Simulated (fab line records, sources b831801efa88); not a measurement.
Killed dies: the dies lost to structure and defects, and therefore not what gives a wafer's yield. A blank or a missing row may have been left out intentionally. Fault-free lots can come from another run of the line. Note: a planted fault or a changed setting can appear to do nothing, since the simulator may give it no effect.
fab line records	flow gf180mcu
[record] lots = 14	wafers = 42	lastDay = 34
route steps=602 shown V4@492 MIM@505
lots with no fault: from the same line, run without faults
startH: start of the lot's first displayed wafer, in hours after the record's first day	waitH: hours from the lot's prior step to this one	" identical to the entry in the row above	L1.1+2: a row that stands for several wafers	- no value, or no start given	* or withheld: withheld	< > ~ a bound
route shown NAME@n: NAME is a module with steps in the file, n the number in the route of the first one	usual: the fault-free wafers' mean and standard deviation	same: alike in all rows	chamber/n: place in a boat	sites: each site's reading	_std_site: the values' standard deviation	_edge_site: the outer-site mean with the inner-site mean subtracted	radiusMm: how far each site lies from the wafer's centre	mask NAME#n: copy n	behind: the most recent tool/chamber to have shaped the wafer	hold: why the lot went on hold/how many hours it stayed there/how the hold came to an end	device: transistor that didn't switch, given as n, p or np	end of line: tests of these same wafers at the route's end	for a step that has no rows: nothing shown but its recipe	killed: not the wafer's yield, but the dies lost to structure and defects at the first sort	map: shows each die of a wafer: x if killed, . if not, _ if none is there
set.NAME: the setting as run; set.NAME@STEP: as run at that earlier step	model.NAME: the simulator's own value behind a step, which no gauge read
the route's steps for a sample of lots (tables are steps, rows are wafers)
services: a tool's chamber out of use, with start hour (startH, from the record's first day; less than 0 if before it), hours out, and reason
[[steps]]
[step GF_V4_ETCH_16]
[recipe] chemistry = N2/H2	targetDepthA = withheld	overetchA = withheld	timeS = withheld	target = BARC	ionEnergyEv = 200	sourceW = 500	biasW = 100	pressureMtorr = 30	n2FlowSccm = 100	h2FlowSccm = 200
[usual] drypumpMotorCurrentA = 5.8/0.35	oesProductAu = 0.856/0.0051	rfFwdPowerW = 494.4/2.3	throttleValvePct = 13.224/0.0085
lot.wafer	tool	chamber	startH	waitH	drypumpMotorCurrentA	oesProductAu	rfFwdPowerW	throttleValvePct
L928.2	rieDiel-03	1	562.03	0.0	5.5	0.850	495.7	13.236
L928.3	"	3	"	"	5.3	0.854	494.4	13.238
L928.5	"	2	"	"	6.1	0.854	493.2	13.223
L932.1	rieDiel-03	1	600.74	0.0	5.5	0.861	495.7	13.219
L932.4	"	2	"	"	6.1	0.856	496.6	13.219
L932.6	"	0	"	"	6.1	0.863	498.2	13.229
L936.1	rieDiel-04	2	638.23	0.0	5.9	0.854	495.3	13.212
L936.2	"	1	"	"	5.2	0.851	494.4	13.230
L936.3	"	0	"	"	5.7	0.855	499.4	13.213
L937.1	rieDiel-02	1	647.79	0.0	5.7	0.851	496.7	13.212
L937.5	"	1	"	"	5.7	0.859	492.9	13.221
L937.6	"	2	"	"	5.6	0.849	492.6	13.219
L938.1	rieDiel-02	3	653.71	0.0	6.2	0.865	489.8	13.242
L938.3	"	2	"	"	5.6	0.853	493.4	13.213
L938.4	"	1	"	"	5.7	0.848	491.1	13.220
L939.2	rieDiel-04	2	654.34	0.0	5.9	0.851	495.7	13.212
L939.4	"	1	"	"	5.2	0.852	497.3	13.221
L939.5	"	2	"	"	5.9	0.854	496.0	13.225
L940.2	rieDiel-02	3	662.96	0.0	6.2	0.853	491.2	13.219
L940.3	"	0	"	"	6.3	0.858	494.1	13.217
L940.6	"	3	"	"	6.2	0.853	489.6	13.214
L941.1	rieDiel-02	2	674.61	0.0	5.6	0.850	491.2	13.225
L941.2	"	0	"	"	6.3	0.845	494.0	13.242
L941.5	"	3	"	"	6.3	0.864	493.3	13.231
L943.1	rieDiel-02	2	687.36	0.0	5.6	0.858	492.5	13.206
L943.2	"	1	"	"	5.7	0.849	495.4	13.227
L943.3	"	3	"	"	6.2	0.855	492.5	13.227
L944.2	rieDiel-03	1	689.78	0.0	5.5	0.849	494.5	13.220
L944.3	"	0	"	"	6.1	0.856	497.0	13.219
L944.4	"	3	"	"	5.3	0.846	496.8	13.224
L946.4	rieDiel-03	0	704.74	0.0	6.1	0.858	494.9	13.213
L946.5	"	0	"	"	6.1	0.862	495.9	13.225
L946.6	"	3	"	"	5.3	0.862	495.4	13.228
L947.2	rieDiel-04	3	711.03	0.0	5.9	0.857	497.6	13.235
L947.4	"	2	"	"	5.9	0.854	494.2	13.234
L947.6	"	2	"	"	5.9	0.856	494.7	13.228
L948.1	rieDiel-03	2	715.23	0.0	6.2	0.852	493.6	13.233
L948.3	"	3	"	"	5.3	0.859	495.0	13.214
L948.6	"	3	"	"	5.3	0.858	496.1	13.218
L949.1	rieDiel-04	1	721.88	0.0	5.1	0.862	496.9	13.219
L949.2	"	2	"	"	5.9	0.859	494.1	13.205
L949.5	"	1	"	"	5.2	0.862	497.7	13.214
[step GF_MIM_SPUTTER_02]
[recipe] material = AlCu	targetThkNm = 450	powerW = 10600	timeS = 23.9	chamberPressurePa = 0.4
[usual] throttleValvePct = 30.1/0.59
lot.wafer	tool	chamber	startH	waitH	throttleValvePct
L928.2	pvdSputter-03	-	563.52	0.0	30.1
L928.3	"	-	"	"	30.9
L928.5	"	-	"	"	31.2
L932.1	pvdSputter-04	-	602.23	0.0	29.2
L932.4	"	-	"	"	30.3
L932.6	"	-	"	"	30.3
L936.1	pvdSputter-04	-	640.55	0.0	30.1
L936.2	"	-	"	"	29.7
L936.3	"	-	"	"	30.5
L937.1	pvdSputter-04	-	649.29	0.0	29.2
L937.5	"	-	"	"	29.1
L937.6	"	-	"	"	29.9
L938.1	pvdSputter-01	-	655.19	0.0	30.0
L938.3	"	-	"	"	29.4
L938.4	"	-	"	"	30.1
L939.2	pvdSputter-04	-	655.87	0.0	30.5
L939.4	"	-	"	"	29.6
L939.5	"	-	"	"	29.5
L940.2	pvdSputter-04	-	664.48	0.0	29.4
L940.3	"	-	"	"	30.0
L940.6	"	-	"	"	30.2
L941.1	pvdSputter-04	-	676.24	0.0	29.3
L941.2	"	-	"	"	30.4
L941.5	"	-	"	"	29.3
L943.1	pvdSputter-03	-	688.95	0.0	30.0
L943.2	"	-	"	"	31.0
L943.3	"	-	"	"	31.0
L944.2	pvdSputter-04	-	691.31	0.0	29.4
L944.3	"	-	"	"	30.1
L944.4	"	-	"	"	29.8
L946.4	pvdSputter-01	-	706.29	0.0	30.2
L946.5	"	-	"	"	29.7
L946.6	"	-	"	"	29.9
L947.2	pvdSputter-04	-	712.52	0.0	29.5
L947.4	"	-	"	"	30.4
L947.6	"	-	"	"	29.7
L948.1	pvdSputter-03	-	716.72	0.0	30.2
L948.3	"	-	"	"	31.2
L948.6	"	-	"	"	31.0
L949.1	pvdSputter-04	-	723.40	0.0	29.5
L949.2	"	-	"	"	29.6
L949.5	"	-	"	"	29.3
[step GF_MIM_SPUTTER_08]
[recipe] material = AlCu	targetThkNm = 200	powerW = 10600	timeS = 10.6	chamberPressurePa = 0.4
[usual] throttleValvePct = 30.2/0.6
lot.wafer	tool	chamber	startH	waitH	throttleValvePct
L928.2	pvdSputter-04	-	563.74	0.0	29.6
L928.3	"	-	"	"	29.5
L928.5	"	-	"	"	29.7
L932.1	pvdSputter-03	-	602.46	0.0	30.2
L932.4	"	-	"	"	31.3
L932.6	"	-	"	"	30.2
L936.1	pvdSputter-04	-	640.78	0.0	30.6
L936.2	"	-	"	"	29.4
L936.3	"	-	"	"	30.2
L937.1	pvdSputter-03	-	649.51	0.0	31.3
L937.5	"	-	"	"	30.2
L937.6	"	-	"	"	31.1
L938.1	pvdSputter-03	-	655.42	0.0	30.3
L938.3	"	-	"	"	31.2
L938.4	"	-	"	"	30.9
L939.2	pvdSputter-01	-	656.09	0.0	29.5
L939.4	"	-	"	"	29.9
L939.5	"	-	"	"	29.9
L940.2	pvdSputter-03	-	664.71	0.0	30.2
L940.3	"	-	"	"	31.3
L940.6	"	-	"	"	30.1
L941.1	pvdSputter-03	-	676.47	0.0	31.1
L941.2	"	-	"	"	30.4
L941.5	"	-	"	"	30.6
L943.1	pvdSputter-04	-	689.18	0.0	29.9
L943.2	"	-	"	"	30.4
L943.3	"	-	"	"	29.4
L944.2	pvdSputter-03	-	691.53	0.0	30.6
L944.3	"	-	"	"	30.5
L944.4	"	-	"	"	29.8
L946.4	pvdSputter-04	-	706.52	0.0	30.4
L946.5	"	-	"	"	29.8
L946.6	"	-	"	"	29.2
L947.2	pvdSputter-03	-	712.74	0.0	31.3
L947.4	"	-	"	"	31.3
L947.6	"	-	"	"	30.2
L948.1	pvdSputter-01	-	716.94	0.0	29.7
L948.3	"	-	"	"	29.6
L948.6	"	-	"	"	29.4
L949.1	pvdSputter-03	-	723.62	0.0	30.6
L949.2	"	-	"	"	31.1
L949.5	"	-	"	"	31.3
[step GF_MIM_METAL_ETCH_19]
[recipe] chemistry = Cl2/BCl3	maskMaterial = NOVOLAK	stopOn = Si3N4	targetDepthNm = 324.5	pressureMtorr = 8	icpW = 800	biasW = 140	Cl2_flow_sccm = 80	bcl3FlowSccm = 40	timeS = 54.1
[usual] drypumpMotorCurrentA = 5.7/0.31	oesProductAu = 0.942/0.0066	rfFwdPowerW = 793.3/2.4	throttleValvePct = 28.283/0.01
lot.wafer	tool	chamber	startH	waitH	drypumpMotorCurrentA	oesProductAu	rfFwdPowerW	rfHoursCounterH	throttleValvePct
L928.2	rieMetal-01	1	585.10	0.1	6.2	0.945	792.9	11	28.284
L928.3	"	0	"	"	5.7	0.933	792.2	-	28.295
L928.5	"	1	"	"	6.2	0.948	796.1	-	28.293
L932.1	rieMetal-01	0	623.19	0.1	5.6	0.935	795.2	2	28.284
L932.4	"	1	"	"	6.2	0.922	790.8	-	28.280
L932.6	"	1	"	"	6.2	0.941	792.4	-	28.286
L936.1	rieMetal-01	1	660.30	0.1	6.2	0.913	662.8	0	28.309
L936.2	"	0	"	"	5.7	0.942	795.4	4	28.278
L936.3	"	1	"	"	6.2	0.911	664.2	-	28.312
L937.1	rieMetal-02	1	668.25	0.1	5.8	0.937	795.2	6	28.306
L937.5	"	1	"	"	5.8	0.944	791.1	-	28.302
L937.6	"	0	"	"	5.6	0.939	796.5	-	28.290
L938.1	rieMetal-01	0	673.39	0.1	5.7	0.939	791.4	4	28.283
L938.3	"	1	"	"	6.2	0.912	663.1	-	28.327
L938.4	"	0	"	"	5.7	0.929	789.1	-	28.293
L939.2	rieMetal-03	1	674.10	0.1	5.2	0.942	795.0	13	28.277
L939.4	"	0	"	"	5.8	0.939	792.4	-	28.283
L939.5	"	1	"	"	5.2	0.946	795.0	-	28.289
L940.2	rieMetal-03	0	682.65	0.1	5.8	0.935	793.5	1	28.279
L940.3	"	1	"	"	5.2	0.937	792.9	-	28.272
L940.6	"	0	"	"	5.8	0.944	790.0	-	28.284
L941.1	rieMetal-03	0	695.04	0.1	5.8	0.937	795.1	2	28.286
L941.2	"	1	"	"	5.2	0.942	795.1	14	28.282
L941.5	"	1	"	"	5.2	0.930	795.1	-	28.285
L943.1	rieMetal-02	1	707.89	0.1	5.8	0.942	794.8	7	28.281
L943.2	"	1	"	"	5.8	0.956	792.5	-	28.277
L943.3	"	1	"	"	5.8	0.948	790.1	-	28.258
L944.2	rieMetal-03	0	709.99	0.1	5.8	0.938	793.7	2	28.272
L944.3	"	1	"	"	5.2	0.931	795.7	-	28.279
L944.4	"	0	"	"	5.8	0.952	791.0	-	28.276
L946.4	rieMetal-02	1	724.33	0.1	5.8	0.950	794.2	-	28.273
L946.5	"	1	"	"	5.8	0.947	792.0	-	28.264
L946.6	"	0	"	"	5.6	0.950	796.5	-	28.272
L947.2	rieMetal-02	1	730.54	0.1	5.8	0.932	790.4	8	28.281
L947.4	"	1	"	"	5.8	0.927	790.2	-	28.280
L947.6	"	1	"	"	5.8	0.939	791.8	-	28.274
L948.1	rieMetal-02	0	734.40	0.1	5.6	0.936	793.1	1	28.268
L948.3	"	0	"	"	5.6	0.943	791.8	-	28.287
L948.6	"	1	"	"	5.9	0.942	793.3	-	28.260
L949.1	rieMetal-02	1	740.84	0.1	5.8	0.936	790.1	9	28.295
L949.2	"	0	"	"	5.6	0.926	792.1	1	28.294
L949.5	"	0	"	"	5.6	0.939	796.0	-	28.279
[step GF_MIM_STRIP_20]
[recipe] chemistry = O2/N2	powerW = 1400	pressureMtorr = 1500	platenTempC = 250	o2FlowSccm = 3000	n2FlowSccm = 300	overashFraction = 0.5
[usual] drypumpMotorCurrentA = 5.7/0.58	heaterPowerW = 334/40	oesProductAu = 0.694/0.0047	stripTimeToEndpointS = 11.26/0.052
lot.wafer	tool	chamber	startH	waitH	drypumpMotorCurrentA	heaterPowerW	oesProductAu	rfHoursCounterH	stripTimeToEndpointS
L928.2	plasmaAsher-04	1	585.17	0.0	5.5	288	0.693	96	11.24
L928.3	"	1	"	"	5.5	294	0.691	-	11.33
L928.5	"	1	"	"	5.5	287	0.700	-	11.24
L932.1	plasmaAsher-02	0	623.26	0.0	5.3	392	0.694	57	11.29
L932.4	"	1	"	"	5.6	302	0.701	-	11.22
L932.6	"	0	"	"	5.3	393	0.694	-	11.22
L936.1	plasmaAsher-04	1	660.37	0.0	5.5	290	0.697	106	11.47
L936.2	"	0	"	"	6.6	385	0.698	106	11.29
L936.3	"	1	"	"	5.5	295	0.698	-	11.45
L937.1	plasmaAsher-01	1	668.32	0.0	6.2	330	0.691	85	11.28
L937.5	"	0	"	"	4.9	305	0.694	-	11.29
L937.6	"	1	"	"	6.2	321	0.695	-	11.28
L938.1	plasmaAsher-02	0	673.46	0.0	5.3	394	0.696	63	11.40
L938.3	"	0	"	"	5.3	383	0.701	-	11.49
L938.4	"	1	"	"	5.6	302	0.697	-	11.32
L939.2	plasmaAsher-04	1	674.17	0.0	5.5	283	0.696	107	11.29
L939.4	"	0	"	"	6.6	383	0.700	-	11.31
L939.5	"	0	"	"	6.6	386	0.697	-	11.26
L940.2	plasmaAsher-01	1	682.72	0.0	6.2	333	0.696	86	11.21
L940.3	"	1	"	"	6.2	321	0.698	-	11.19
L940.6	"	0	"	"	4.9	320	0.692	-	11.20
L941.1	plasmaAsher-01	0	695.11	0.0	4.9	317	0.693	88	11.26
L941.2	"	1	"	"	6.2	327	0.692	88	11.19
L941.5	"	0	"	"	4.9	315	0.696	-	11.20
L943.1	plasmaAsher-02	0	708.03	0.1	5.3	398	0.693	66	11.29
L943.2	"	1	"	"	5.6	301	0.706	66	11.25
L943.3	"	1	"	"	5.6	305	0.699	-	11.30
L944.2	plasmaAsher-04	1	710.06	0.0	5.5	292	0.690	111	11.28
L944.3	"	0	"	"	6.6	391	0.699	-	11.19
L944.4	"	1	"	"	5.5	283	0.687	-	11.28
L946.4	plasmaAsher-01	0	724.41	0.1	4.9	311	0.693	-	11.32
L946.5	"	0	"	"	4.9	313	0.695	-	11.30
L946.6	"	1	"	"	6.2	330	0.694	-	11.25
L947.2	plasmaAsher-02	1	730.61	0.0	5.6	296	0.698	69	11.28
L947.4	"	1	"	"	5.6	301	0.691	-	11.25
L947.6	"	1	"	"	5.6	296	0.693	-	11.29
L948.1	plasmaAsher-02	1	734.47	0.0	5.6	310	0.692	69	11.27
L948.3	"	1	"	"	5.7	294	0.693	-	11.27
L948.6	"	1	"	"	5.6	299	0.701	-	11.28
L949.1	plasmaAsher-01	1	740.91	0.0	6.2	330	0.687	92	11.25
L949.2	"	0	"	"	4.9	309	0.693	92	11.19
L949.5	"	0	"	"	4.9	303	0.695	-	11.21
[[services]]
tool	chamber	startH	hours	kind
rieDiel-03	2	546.30	4.9	repair
plasmaAsher-04	-	547.50	13.7	repair
rieDiel-04	0	572.17	3.1	repair
plasmaAsher-01	-	576.58	14.6	pm
rieDiel-04	2	576.96	14.7	repair
rieDiel-04	-	589.68	0.9	repair
plasmaAsher-01	-	592.24	28.1	pm
pvdSputter-04	-	593.23	0.8	repair
rieDiel-03	3	595.80	11.5	repair
rieDiel-04	2	603.08	2.4	repair
rieMetal-01	-	606.03	2.8	pm
rieMetal-02	-	610.44	28.1	pm
plasmaAsher-01	-	621.76	2.8	pm
rieMetal-01	-	635.17	2.3	repair
rieDiel-02	-	637.78	0.7	repair
rieDiel-03	0	638.45	8.8	repair
rieDiel-02	0	639.55	15.7	repair
plasmaAsher-04	-	639.79	2.8	pm
pvdSputter-04	-	650.40	0.8	repair
rieMetal-01	-	666.74	4.0	repair
pvdSputter-01	-	667.28	1.5	repair
rieMetal-02	-	674.66	2.8	pm
pvdSputter-01	-	682.94	19.3	repair
pvdSputter-04	-	697.68	1.8	repair
[[key]]
[firstSign] step = GF_MIM_METAL_ETCH_19	reading = rfFwdPowerW	direction = down	sigmas = 55	usual = 793.3	struck = 663.4
[effect] step = GF_MIM_METAL_ETCH_19	reading = oesProductAu	direction = down	sigmas = 4.5	usual = 0.942	struck = 0.912
[effect] step = GF_MIM_STRIP_20	reading = stripTimeToEndpointS	direction = up	sigmas = 4	usual = *	struck = *
metAt GF_MIM_METAL_ETCH_19
struckLots L936,L938
struckWafers L936.1,L936.3,L938.3
sortLeftOut L936.1,L936.3,L938.3
notActingAt GF_V4_ETCH_16,GF_MIM_SPUTTER_02,GF_MIM_SPUTTER_08
onsetBetween 623.19 660.30
[fault] kind = processParameterDrift	tool = rieMetal-01	chamber = 1	onsetH = 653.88	steps = GF_MIM_METAL_ETCH_19	channel = icpW	offset = -128	shape = step	endH = 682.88	actsIn = theseRecipesOnly	stated = 800
// sortLeftOut: the simulated sort isn't trusted on such a fault, so these wafers' sort isn't shown, and their yield isn't known
